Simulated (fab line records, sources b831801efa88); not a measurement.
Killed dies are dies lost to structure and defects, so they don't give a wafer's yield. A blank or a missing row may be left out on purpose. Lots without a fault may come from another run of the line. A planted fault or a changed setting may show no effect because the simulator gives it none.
Tool commonality check | flow sky130 | 13 lots, 39 wafers sampled

WHY IT WAS OPENED
At SKY_SONOS_ONO_THK_MEAS_03 the reading SONOS_ONO_CVD_02_THK is flagged on 1 of 13 lots. Wafers without a fault read 10.56 nm, standard deviation 0.14.
Rule: a lot is flagged when every wafer of it that has a number lies more than 4 standard deviations from that mean, or none has a number. The other lots count as sound.

lot  | measured     | on            | SONOS_ONO_CVD_02_THK (nm), wafer by wafer | flag
L698 | day 11 11:22 | film_metro-02 | 10.53 10.66 10.58                         |
L699 | day 11 22:34 | film_metro-03 | 10.56 10.67 10.66                         |
L701 | day 12 12:52 | film_metro-03 | 10.45 10.43 10.44                         |
L702 | day 12 19:15 | film_metro-01 | 10.50 10.37 10.53                         |
L704 | day 13 12:25 | film_metro-02 | 10.13 10.39 10.38                         |
L705 | day 14 01:59 | film_metro-02 | 10.47 10.48 10.52                         |
L706 | day 14 09:35 | film_metro-01 | 10.61 10.53 10.65                         |
L708 | day 14 21:32 | film_metro-03 | 9.79 9.57 9.57                            | FLAGGED
L717 | day 17 18:51 | film_metro-02 | 10.54 10.66 10.52                         |
L718 | day 18 07:44 | film_metro-02 | 10.68 10.67 10.56                         |
L719 | day 18 11:14 | film_metro-02 | 10.61 10.59 10.59                         |
L720 | day 18 16:41 | film_metro-03 | 10.76 10.50 10.76                         |
L721 | day 19 03:47 | film_metro-01 | 10.88 10.73 10.81                         |
The numbers of the flagged lots are 9.64 nm on average: -0.92 nm against the usual, or -7 standard deviations.

WHICH TOOL RAN EACH LOT
The record holds 3 process steps before the reading, out of a route of 708 steps. In each cell: the tool, then ch and the chambers that the sampled wafers went through, then the start.
lot  | flag    | SKY_NWELL_RTA_28                 | SKY_VT_ADJUST_HVTR_STRIP_10          | SKY_SONOS_ONO_CVD_02
L698 |         | rtp_anneal-01 ch 0, day 5 05:28  | plasma_asher-01 ch 0,1, day 9 07:47  | lpcvd-02 ch 0, day 11 10:17
L699 |         | rtp_anneal-02 ch 0, day 5 10:38  | plasma_asher-02 ch 0,1, day 9 15:29  | lpcvd-02 ch 0, day 11 21:31
L701 |         | rtp_anneal-01 ch 0, day 5 22:31  | plasma_asher-03 ch 0,1, day 10 04:40 | lpcvd-02 ch 0, day 12 11:48
L702 |         | rtp_anneal-01 ch 0, day 6 07:08  | plasma_asher-01 ch 0,1, day 10 16:02 | lpcvd-02 ch 1, day 12 18:12
L704 |         | rtp_anneal-02 ch 0, day 6 23:29  | plasma_asher-01 ch 0,1, day 11 10:14 | lpcvd-02 ch 1, day 13 11:22
L705 |         | rtp_anneal-02 ch 0, day 7 09:08  | plasma_asher-02 ch 0,1, day 11 20:50 | lpcvd-02 ch 0, day 14 00:56
L706 |         | rtp_anneal-01 ch 0, day 7 12:04  | plasma_asher-02 ch 0,1, day 12 01:56 | lpcvd-02 ch 1, day 14 08:32
L708 | FLAGGED | rtp_anneal-01 ch 0, day 7 22:37  | plasma_asher-03 ch 0,1, day 12 13:40 | lpcvd-02 ch 1, day 14 19:57
L717 |         | rtp_anneal-02 ch 0, day 10 03:51 | plasma_asher-02 ch 0,1, day 15 05:32 | lpcvd-02 ch 1, day 17 17:47
L718 |         | rtp_anneal-01 ch 0, day 10 13:17 | plasma_asher-03 ch 0,1, day 15 18:32 | lpcvd-02 ch 0, day 18 06:41
L719 |         | rtp_anneal-02 ch 0, day 10 14:48 | plasma_asher-02 ch 0, day 15 20:02   | lpcvd-02 ch 1, day 18 10:10
L720 |         | rtp_anneal-01 ch 0, day 10 18:39 | plasma_asher-01 ch 0, day 15 22:08   | lpcvd-02 ch 0, day 18 15:07
L721 |         | rtp_anneal-01 ch 0, day 11 06:08 | plasma_asher-03 ch 0,1, day 16 12:14 | lpcvd-02 ch 1, day 19 02:43
What these steps do:
- SKY_NWELL_RTA_28: time 30 s.
- SKY_VT_ADJUST_HVTR_STRIP_10: strips in O2/N2.
- SKY_SONOS_ONO_CVD_02: deposits Si3N4 from DCS/NH3, target thk 10.5 nm, time 180 s.
- SKY_SONOS_ONO_THK_MEAS_03

FLAGGED OVER TOTAL, TOOL BY TOOL (the gauges that took the reading come last)
step                        | tool            | lots run | flagged | share of the flagged lots | sound lots run after its first flagged lot
SKY_NWELL_RTA_28            | rtp_anneal-01   | 8        | 1       | all                       | 3 (L718,L720,L721)
SKY_NWELL_RTA_28            | rtp_anneal-02   | 5        | 0       | none                      | -
SKY_VT_ADJUST_HVTR_STRIP_10 | plasma_asher-01 | 4        | 0       | none                      | -
SKY_VT_ADJUST_HVTR_STRIP_10 | plasma_asher-02 | 5        | 0       | none                      | -
SKY_VT_ADJUST_HVTR_STRIP_10 | plasma_asher-03 | 4        | 1       | all                       | 2 (L718,L721)
SKY_SONOS_ONO_CVD_02        | lpcvd-02        | 13       | 1       | all                       | 5 (L717,L718,L719,L720,L721)
SKY_SONOS_ONO_THK_MEAS_03   | film_metro-01   | 3        | 0       | none                      | -
SKY_SONOS_ONO_THK_MEAS_03   | film_metro-02   | 6        | 0       | none                      | -
SKY_SONOS_ONO_THK_MEAS_03   | film_metro-03   | 4        | 1       | all                       | 1 (L720)

WHAT THE TABLE ALLOWS
4 rows of the table ran every flagged lot: rtp_anneal-01 at SKY_NWELL_RTA_28, plasma_asher-03 at SKY_VT_ADJUST_HVTR_STRIP_10, lpcvd-02 at SKY_SONOS_ONO_CVD_02, film_metro-03 at SKY_SONOS_ONO_THK_MEAS_03.
- rtp_anneal-01 at SKY_NWELL_RTA_28: 1 of its 8 lots flagged. Sound lots ran on it after the first flagged one (L718, L720, L721), which a lasting fault on the whole tool wouldn't allow.
- plasma_asher-03 at SKY_VT_ADJUST_HVTR_STRIP_10: 1 of its 4 lots flagged. Sound lots ran on it after the first flagged one (L718, L721), which a lasting fault on the whole tool wouldn't allow.
- lpcvd-02 at SKY_SONOS_ONO_CVD_02: 1 of its 13 lots flagged. Sound lots ran on it after the first flagged one (L717, L718, L719, L720, L721), which a lasting fault on the whole tool wouldn't allow.
- film_metro-03 at SKY_SONOS_ONO_THK_MEAS_03: 1 of its 4 lots flagged. Sound lots ran on it after the first flagged one (L720), which a lasting fault on the whole tool wouldn't allow.
No row of the table ran every flagged lot and no sound lot after the first.

WHAT THE SIMULATOR HAD PUT IN
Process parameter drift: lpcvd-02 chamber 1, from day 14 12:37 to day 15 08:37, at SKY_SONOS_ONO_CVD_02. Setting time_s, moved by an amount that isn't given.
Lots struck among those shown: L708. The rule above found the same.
